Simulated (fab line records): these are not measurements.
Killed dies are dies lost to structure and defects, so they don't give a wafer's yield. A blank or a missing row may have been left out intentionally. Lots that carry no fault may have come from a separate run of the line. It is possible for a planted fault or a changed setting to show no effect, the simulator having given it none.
fab line records | flow sky130
[record] lots = 14 | wafers = 42 | lastDay = 50
route steps=708 shown LOCAL_INTERCONNECT@398 CONTACT@406
lots that met no fault: taken from a fault-free run of the same line
startH: the number of hours between the record's first day and the start of the first shown wafer of the lot | waitH: hours from the lot's prior step to this one | " identical to the entry in the row above | L1.1+2: several wafers, shown together as one row | - no value, or no start given | * or withheld: withheld | < > ~ a bound
route shown NAME@n: a module of which the file shows steps, and the number in the route of the first | usual: the fault-free wafers' mean and standard deviation | same: alike in all rows | chamber/n: place in a boat | sites: each site's reading | _std_site: standard deviation of those values | _edge_site: outer sites' mean less inner sites' | radiusMm: how far each site lies from the wafer's centre | mask NAME#n: copy n | behind: the tool/chamber that last shaped the wafer | hold: cause of the lot's hold/its duration in hours/its outcome | device: the transistor (n, p or np) that didn't switch | end of line: at the end of the route, the tests of the same wafers | where a step has no rows: the recipe by itself | killed: dies that structure and defects cost at the first sort, which is not the same as the wafer's yield | map: dies across one wafer; x = killed, . = not, _ = none there
set.NAME: the run value of the setting; set.NAME@STEP: its run value at that earlier step | model.NAME: the simulator's own value behind a step, which no gauge read
steps of the route over a sample of lots; a table a step, a row a wafer
services: a tool's chamber out of use, with start hour (startH, from the record's first day; less than 0 if before it), hours out, and reason
[[steps]]
[step SKY_LOCAL_INTERCONNECT_CD_MEAS_11]
[recipe] targetCdNm = 170
[usual] cdNm = 170.4/1.2
lot.wafer | tool     | chamber | startH | waitH | cdNm
L311.2    | cdSem-01 | -       | 707.05 | -     | 170.2
L311.3    | "        | -       | "      | "     | 169.2
L311.6    | "        | -       | "      | "     | 169.3
L312.3    | cdSem-01 | -       | 714.93 | -     | 169.7
L312.5    | "        | -       | "      | "     | 169.1
L312.6    | "        | -       | "      | "     | 169.8
L313.1    | cdSem-01 | -       | 725.68 | -     | 171.3
L313.3    | "        | -       | "      | "     | 170.6
L313.4    | "        | -       | "      | "     | 170.2
L315.3    | cdSem-02 | -       | 740.87 | -     | 170.3
L315.4    | "        | -       | "      | "     | 169.6
L315.5    | "        | -       | "      | "     | 168.8
L317.2    | cdSem-02 | -       | 758.77 | -     | 170.5
L317.3    | "        | -       | "      | "     | 170.9
L317.4    | "        | -       | "      | "     | 171.2
L319.2    | cdSem-02 | -       | 767.61 | -     | 171.0
L319.3    | "        | -       | "      | "     | 170.6
L319.5    | "        | -       | "      | "     | 173.1
L320.2    | cdSem-02 | -       | 773.96 | -     | 169.2
L320.3    | "        | -       | "      | "     | 168.5
L320.4    | "        | -       | "      | "     | 168.1
L323.3    | cdSem-02 | -       | 801.47 | -     | 170.3
L323.5    | "        | -       | "      | "     | 171.6
L323.6    | "        | -       | "      | "     | 170.9
L324.1    | cdSem-01 | -       | 805.90 | -     | 171.8
L324.4    | "        | -       | "      | "     | 170.4
L324.6    | "        | -       | "      | "     | 171.0
L325.2    | cdSem-02 | -       | 816.15 | -     | 170.8
L325.3    | "        | -       | "      | "     | 170.7
L325.5    | "        | -       | "      | "     | 170.3
L329.2    | cdSem-02 | -       | 845.21 | -     | 171.2
L329.4    | "        | -       | "      | "     | 170.7
L329.6    | "        | -       | "      | "     | 169.4
L330.1    | cdSem-01 | -       | 853.05 | -     | 171.6
L330.5    | "        | -       | "      | "     | 172.2
L330.6    | "        | -       | "      | "     | 172.1
L332.1    | cdSem-02 | -       | 868.43 | -     | 170.0
L332.4    | "        | -       | "      | "     | 170.9
L332.5    | "        | -       | "      | "     | 170.1
L333.1    | cdSem-01 | -       | 870.94 | -     | 170.3
L333.3    | "        | -       | "      | "     | 170.5
L333.4    | "        | -       | "      | "     | 171.7
[step SKY_CONTACT_CVD_00]
[recipe] material = Si3N4 | targetThkNm = 75 | tempC = 400 | timeS = withheld | rfW = 450
[usual] heaterPowerW = 790/88
lot.wafer | tool     | chamber | startH | waitH | heaterPowerW
L311.2    | pecvd-04 | 1       | 707.92 | 0.0   | 798
L311.3    | "        | 2       | "      | "     | 710
L311.6    | "        | 1       | "      | "     | 816
L312.3    | pecvd-01 | 0       | 715.75 | 0.0   | 728
L312.5    | "        | 1       | "      | "     | 852
L312.6    | "        | 2       | "      | "     | 712
L313.1    | pecvd-02 | 1       | 726.54 | 0.0   | 816
L313.3    | "        | 0       | "      | "     | 670
L313.4    | "        | 2       | "      | "     | 915
L315.3    | pecvd-01 | 2       | 741.69 | 0.0   | 721
L315.4    | "        | 1       | "      | "     | 862
L315.5    | "        | 0       | "      | "     | 781
L317.2    | pecvd-02 | 2       | 759.65 | 0.0   | 781
L317.3    | "        | 1       | "      | "     | 825
L317.4    | "        | 0       | "      | "     | 573
L319.2    | pecvd-04 | 0       | 768.45 | 0.0   | 839
L319.3    | "        | 2       | "      | "     | 799
L319.5    | "        | 2       | "      | "     | 789
L320.2    | pecvd-02 | 1       | 774.80 | 0.0   | 808
L320.3    | "        | 0       | "      | "     | 611
L320.4    | "        | 1       | "      | "     | 819
L323.3    | pecvd-02 | 1       | 802.34 | 0.0   | 819
L323.5    | "        | 1       | "      | "     | 817
L323.6    | "        | 2       | "      | "     | 851
L324.1    | pecvd-04 | 2       | 806.80 | 0.0   | 750
L324.4    | "        | 2       | "      | "     | 757
L324.6    | "        | 0       | "      | "     | 775
L325.2    | pecvd-01 | 0       | 817.00 | 0.0   | 785
L325.3    | "        | 2       | "      | "     | 732
L325.5    | "        | 0       | "      | "     | 839
L329.2    | pecvd-01 | 2       | 846.10 | 0.0   | 696
L329.4    | "        | 0       | "      | "     | 724
L329.6    | "        | 0       | "      | "     | 722
L330.1    | pecvd-04 | 1       | 853.91 | 0.0   | 870
L330.5    | "        | 1       | "      | "     | 860
L330.6    | "        | 0       | "      | "     | 853
L332.1    | pecvd-02 | 1       | 869.33 | 0.0   | 808
L332.4    | "        | 0       | "      | "     | 553
L332.5    | "        | 1       | "      | "     | 820
L333.1    | pecvd-01 | 2       | 871.80 | 0.0   | 651
L333.3    | "        | 0       | "      | "     | 806
L333.4    | "        | 2       | "      | "     | 655
[step SKY_CONTACT_THK_MEAS_01]
[recipe] reads = Si3N4_of_CONTACT_CVD_00
[usual] CONTACT_CVD_00_THK = 75.0/0.86
lot.wafer | tool         | chamber | startH | waitH | CONTACT_CVD_00_THK[nm]
L311.2    | filmMetro-04 | -       | 707.97 | -     | 75.4
L311.3    | "            | -       | "      | "     | 74.4
L311.6    | "            | -       | "      | "     | 76.6
L312.3    | filmMetro-03 | -       | 715.81 | -     | 73.1
L312.5    | "            | -       | "      | "     | 75.0
L312.6    | "            | -       | "      | "     | 73.8
L313.1    | filmMetro-02 | -       | 726.57 | -     | 75.0
L313.3    | "            | -       | "      | "     | 74.8
L313.4    | "            | -       | "      | "     | 76.0
L315.3    | filmMetro-02 | -       | 741.74 | -     | 74.3
L315.4    | "            | -       | "      | "     | 75.5
L315.5    | "            | -       | "      | "     | 75.5
L317.2    | filmMetro-03 | -       | 759.69 | -     | 74.2
L317.3    | "            | -       | "      | "     | 74.3
L317.4    | "            | -       | "      | "     | 74.6
L319.2    | filmMetro-02 | -       | 768.49 | -     | 75.8
L319.3    | "            | -       | "      | "     | 74.5
L319.5    | "            | -       | "      | "     | 75.7
L320.2    | filmMetro-03 | -       | 774.84 | -     | 74.6
L320.3    | "            | -       | "      | "     | 73.6
L320.4    | "            | -       | "      | "     | 75.6
L323.3    | filmMetro-04 | -       | 802.40 | -     | 75.0
L323.5    | "            | -       | "      | "     | 74.7
L323.6    | "            | -       | "      | "     | 74.1
L324.1    | filmMetro-04 | -       | 806.83 | -     | 74.3
L324.4    | "            | -       | "      | "     | 75.6
L324.6    | "            | -       | "      | "     | 75.8
L325.2    | filmMetro-04 | -       | 817.04 | -     | 74.0
L325.3    | "            | -       | "      | "     | 73.2
L325.5    | "            | -       | "      | "     | 74.8
L329.2    | filmMetro-04 | -       | 846.16 | -     | 75.0
L329.4    | "            | -       | "      | "     | 75.4
L329.6    | "            | -       | "      | "     | 76.4
L330.1    | filmMetro-02 | -       | 853.94 | -     | 74.3
L330.5    | "            | -       | "      | "     | 76.4
L330.6    | "            | -       | "      | "     | 76.3
L332.1    | filmMetro-02 | -       | 869.37 | -     | 75.1
L332.4    | "            | -       | "      | "     | 76.5
L332.5    | "            | -       | "      | "     | 76.2
L333.1    | filmMetro-04 | -       | 871.83 | -     | 73.8
L333.3    | "            | -       | "      | "     | 74.1
L333.4    | "            | -       | "      | "     | 75.0
[step SKY_CONTACT_ETCH_18]
[recipe] target = Si3N4 | chemistry = CHF3/O2 | stopOn = TiN | sourceW = 600 | biasW = 200 | pressureMtorr = 40 | chf3FlowSccm = 50 | O2_flow_sccm = 5 | timeS = 39 | targetDepthA = 750
[usual] drypumpMotorCurrentA = 6.0/0.33 | oesProductAu = 0.854/0.0068 | throttleValvePct = 8.793/0.0091
[same] timeS = 39
lot.wafer | tool       | chamber | startH | waitH | drypumpMotorCurrentA | oesProductAu | rfHoursCounterH | throttleValvePct
L311.2    | rieDiel-02 | 1       | 735    | -     | 6.2                  | 0.860        | 5               | 8.790
L311.3    | "          | 2       | "      | "     | 6.0                  | 0.856        | 2               | 8.785
L311.6    | "          | 2       | "      | "     | 6.0                  | 0.862        | -               | 8.797
L312.3    | rieDiel-03 | 1       | 743    | -     | 5.6                  | 0.842        | 10              | 8.779
L312.5    | "          | 2       | "      | "     | 5.9                  | 0.853        | -               | 8.798
L312.6    | "          | 1       | "      | "     | 5.6                  | 0.846        | -               | 8.783
L313.1    | rieDiel-02 | 2       | 754    | -     | 6.0                  | 0.858        | 2               | 8.795
L313.3    | "          | 1       | "      | "     | 6.3                  | 0.860        | 5               | 8.798
L313.4    | "          | 3       | "      | "     | 5.9                  | 0.863        | 11              | 8.785
L315.3    | rieDiel-01 | 3       | 769    | -     | 6.5                  | 0.849        | 36              | 8.795
L315.4    | "          | 1       | "      | "     | 5.5                  | 0.862        | 3               | 8.799
L315.5    | "          | 2       | "      | "     | 6.0                  | 0.854        | -               | 8.784
L317.2    | rieDiel-03 | 2       | 786    | -     | 5.9                  | 0.852        | 8               | 8.795
L317.3    | "          | 3       | "      | "     | 6.2                  | 0.856        | 6               | 8.787
L317.4    | "          | 1       | "      | "     | 5.6                  | 0.849        | 11              | 8.778
L319.2    | rieDiel-02 | 1       | 796    | -     | 6.2                  | 0.862        | 6               | 8.801
L319.3    | "          | 2       | "      | "     | 6.0                  | 0.850        | 4               | 8.798
L319.5    | "          | 2       | "      | "     | 6.0                  | 0.863        | -               | 8.790
L320.2    | rieDiel-03 | 2       | 802    | -     | 5.9                  | 0.849        | 8               | 8.778
L320.3    | "          | 1       | "      | "     | 5.6                  | 0.846        | 11              | 8.792
L320.4    | "          | 0       | "      | "     | 6.4                  | 0.857        | 19              | 8.799
L323.3    | rieDiel-03 | 2       | 829    | -     | 5.9                  | 0.847        | 9               | 8.796
L323.5    | "          | 1       | "      | "     | 5.6                  | 0.853        | -               | 8.793
L323.6    | "          | 0       | "      | "     | 6.4                  | 0.848        | -               | 8.773
L324.1    | rieDiel-01 | 3       | 833    | -     | 6.5                  | 0.856        | 0               | 8.781
L324.4    | "          | 1       | "      | "     | 5.4                  | 0.866        | 5               | 8.786
L324.6    | "          | 2       | "      | "     | 6.0                  | 0.861        | -               | 8.780
L325.2    | rieDiel-02 | 2       | 844    | -     | 5.9                  | 0.849        | 5               | 8.790
L325.3    | "          | 3       | "      | "     | 5.9                  | 0.844        | 14              | 8.783
L325.5    | "          | 2       | "      | "     | 6.0                  | 0.856        | -               | 8.792
L329.2    | rieDiel-03 | 0       | 872    | -     | 6.4                  | 0.854        | 21              | 8.783
L329.4    | "          | 3       | "      | "     | 6.2                  | 0.846        | 9               | 8.794
L329.6    | "          | 3       | "      | "     | 6.2                  | 0.856        | -               | 8.799
L330.1    | rieDiel-03 | 0       | 880    | -     | 6.4                  | 0.858        | 22              | 8.782
L330.5    | "          | 3       | "      | "     | 6.1                  | 0.855        | -               | 8.794
L330.6    | "          | 0       | "      | "     | 6.4                  | 0.850        | -               | 8.790
L332.1    | rieDiel-02 | 1       | 895    | -     | 6.2                  | 0.846        | 10              | 8.787
L332.4    | "          | 2       | "      | "     | 6.0                  | 0.860        | 7               | 8.797
L332.5    | "          | 2       | "      | "     | 5.9                  | 0.864        | -               | 8.782
L333.1    | rieDiel-01 | 2       | 898    | -     | 6.0                  | 0.853        | 5               | 8.809
L333.3    | "          | 1       | "      | "     | 5.5                  | 0.851        | 8               | 8.774
L333.4    | "          | 0       | "      | "     | 5.7                  | 0.856        | 0               | 8.811
[step SKY_CONTACT_STRIP_19]
[recipe] chemistry = O2/N2 | powerW = 1400 | pressureMtorr = 1500 | platenTempC = withheld | o2FlowSccm = 3000 | n2FlowSccm = 300 | overashFraction = 0.5
[usual] drypumpMotorCurrentA = 5.7/0.33 | o2FlowSccm = 2999/7.7 | oesProductAu = 0.381/0.0045 | stripTimeToEndpointS = 3.626/0.03
lot.wafer | tool           | chamber | startH | waitH | drypumpMotorCurrentA | o2FlowSccm | oesProductAu | rfHoursCounterH | stripTimeToEndpointS
L311.2    | plasmaAsher-01 | 1       | 735.72 | -     | 5.6                  | 3004       | 0.377        | 29              | 3.650
L311.3    | "              | 1       | "      | "     | 5.6                  | 3013       | 0.378        | -               | 3.657
L311.6    | "              | 0       | "      | "     | 5.3                  | 3000       | 0.383        | -               | 3.630
L312.3    | plasmaAsher-01 | 0       | 743.75 | -     | 5.3                  | 3008       | 0.376        | -               | 3.629
L312.5    | "              | 1       | "      | "     | 5.6                  | 3013       | 0.365        | -               | 3.546
L312.6    | "              | 0       | "      | "     | 5.3                  | 3000       | 0.375        | -               | 3.582
L313.1    | plasmaAsher-04 | 1       | 755.03 | -     | 6.2                  | 3014       | 0.380        | 1               | 3.642
L313.3    | "              | 1       | "      | "     | 6.2                  | 3001       | 0.377        | -               | 3.652
L313.4    | "              | 0       | "      | "     | 5.9                  | 3001       | 0.378        | -               | 3.662
L315.3    | plasmaAsher-04 | 1       | 769.20 | -     | 6.2                  | 2994       | 0.381        | -               | 3.629
L315.4    | "              | 0       | "      | "     | 5.9                  | 3012       | 0.380        | -               | 3.641
L315.5    | "              | 0       | "      | "     | 5.9                  | 3001       | 0.383        | -               | 3.633
L317.2    | plasmaAsher-02 | 0       | 786.82 | -     | 5.3                  | 2996       | 0.376        | 62              | 3.553
L317.3    | "              | 0       | "      | "     | 5.3                  | 3006       | 0.383        | -               | 3.634
L317.4    | "              | 1       | "      | "     | 5.7                  | 2977       | 0.380        | -               | 3.595
L319.2    | plasmaAsher-01 | 1       | 796.17 | -     | 5.6                  | 2990       | 0.376        | 36              | 3.626
L319.3    | "              | 1       | "      | "     | 5.6                  | 3006       | 0.385        | -               | 3.640
L319.5    | "              | 0       | "      | "     | 5.3                  | 2990       | 0.384        | -               | 3.651
L320.2    | plasmaAsher-01 | 1       | 802.06 | -     | 5.6                  | 3000       | 0.385        | 36              | 3.607
L320.3    | "              | 1       | "      | "     | 5.6                  | 2992       | 0.376        | -               | 3.616
L320.4    | "              | 0       | "      | "     | 5.3                  | 2998       | 0.372        | -               | 3.596
L323.3    | plasmaAsher-02 | 1       | 829.21 | -     | 5.7                  | 3013       | 0.379        | -               | 3.566
L323.5    | "              | 0       | "      | "     | 5.3                  | 3005       | 0.378        | -               | 3.572
L323.6    | "              | 1       | "      | "     | 5.8                  | 3000       | 0.384        | -               | 3.580
L324.1    | plasmaAsher-02 | 1       | 833.37 | -     | 5.7                  | 3013       | 0.384        | 67              | 3.660
L324.4    | "              | 0       | "      | "     | 5.3                  | 3011       | 0.382        | -               | 3.677
L324.6    | "              | 1       | "      | "     | 5.7                  | 3017       | 0.379        | -               | 3.628
L325.2    | plasmaAsher-01 | 0       | 844.22 | -     | 5.3                  | 3010       | 0.379        | 41              | 3.635
L325.3    | "              | 0       | "      | "     | 5.2                  | 2996       | 0.384        | -               | 3.659
L325.5    | "              | 1       | "      | "     | 5.6                  | 2995       | 0.377        | -               | 3.664
L329.2    | plasmaAsher-04 | 1       | 872.92 | -     | 6.2                  | 2998       | 0.388        | 13              | 3.787
L329.4    | "              | 0       | "      | "     | 5.9                  | 3007       | 0.393        | -               | 3.805
L329.6    | "              | 0       | "      | "     | 5.8                  | 3001       | 0.392        | -               | 3.808
L330.1    | plasmaAsher-01 | 0       | 880.82 | -     | 5.2                  | 2997       | 0.387        | 45              | 3.789
L330.5    | "              | 0       | "      | "     | 5.2                  | 2992       | 0.388        | -               | 3.842
L330.6    | "              | 1       | "      | "     | 5.6                  | 2999       | 0.386        | -               | 3.793
L332.1    | plasmaAsher-02 | 1       | 896.02 | -     | 5.7                  | 3001       | 0.385        | 71              | 3.652
L332.4    | "              | 0       | "      | "     | 5.3                  | 3000       | 0.386        | -               | 3.668
L332.5    | "              | 1       | "      | "     | 5.7                  | 2987       | 0.385        | -               | 3.663
L333.1    | plasmaAsher-04 | 1       | 898.38 | -     | 6.2                  | 3010       | 0.386        | 15              | 3.626
L333.3    | "              | 1       | "      | "     | 6.2                  | 3007       | 0.390        | -               | 3.670
L333.4    | "              | 0       | "      | "     | 5.9                  | 3005       | 0.383        | -               | 3.618
[[services]]
tool           | chamber | startH | hours | kind
rieDiel-01     | -       | 685.02 | 37.6  | repair
pecvd-01       | 1       | 700.36 | 6.1   | repair
rieDiel-01     | 3       | 708.05 | 5.1   | repair
rieDiel-01     | 1       | 720.66 | 10.7  | repair
plasmaAsher-04 | -       | 733.75 | 9.0   | pm
rieDiel-02     | 0       | 737.60 | 8.1   | repair
rieDiel-01     | -       | 755.00 | 0.5   | repair
pecvd-01       | 0       | 755.79 | 8.6   | repair
rieDiel-02     | 1       | 758.74 | 11.3  | repair
pecvd-01       | 0       | 781.66 | 6.1   | repair
rieDiel-03     | 1       | 788.56 | 5.6   | repair
plasmaAsher-02 | -       | 791.74 | 2.6   | repair
rieDiel-02     | 2       | 796.98 | 5.3   | repair
plasmaAsher-04 | -       | 817.18 | 5.9   | repair
plasmaAsher-01 | -       | 818.40 | 0.4   | repair
plasmaAsher-02 | -       | 837.56 | 14.6  | pm
rieDiel-02     | 0       | 843.50 | 6.7   | repair
plasmaAsher-02 | -       | 859.10 | 0.8   | repair
rieDiel-03     | 2       | 861.14 | 5.7   | repair
pecvd-04       | 1       | 880.00 | 5.1   | repair
plasmaAsher-01 | -       | 883.40 | 2.1   | repair
plasmaAsher-02 | -       | 884.87 | 1.1   | repair
rieDiel-02     | 1       | 890.49 | 2.4   | repair
pecvd-04       | 2       | 898.04 | 3.4   | repair
[[key]]
[firstSign] step = SKY_CONTACT_STRIP_19 | reading = stripTimeToEndpointS | direction = up | sigmas = 6 | usual = * | struck = *
effect none on later readings
metAt SKY_CONTACT_ETCH_18
struckLots L329,L330
laterRowsLeftOut L329.6,L330.5,L330.6
sortLeftOut L329.2,L329.4,L329.6,L330.1,L330.5,L330.6
testerLeftOut L329,L330
notActingAt SKY_LOCAL_INTERCONNECT_CD_MEAS_11,SKY_CONTACT_CVD_00,SKY_CONTACT_THK_MEAS_01
onsetBetween 829 872
[fault] kind = processParameterDrift | tool = rieDiel-03 | chamber = - | onsetH = 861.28 | steps = SKY_CONTACT_ETCH_18 | channel = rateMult | offset = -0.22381 | shape = step | endH = 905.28
// testerLeftOut: of these lots the tester's yield and bins aren't shown, on N5 and GAA mostly nor the transistor test; their killed dies are dies lost to structure and defects alone, not to doping, threshold or leakage, so they don't give the yield
// sortLeftOut: the simulated sort isn't trusted on such a fault, so these wafers' sort isn't shown, and their yield isn't known
// laterRowsLeftOut: the simulator's readings of these wafers behind a module that went badly wrong aren't trusted and aren't shown, but for the sort
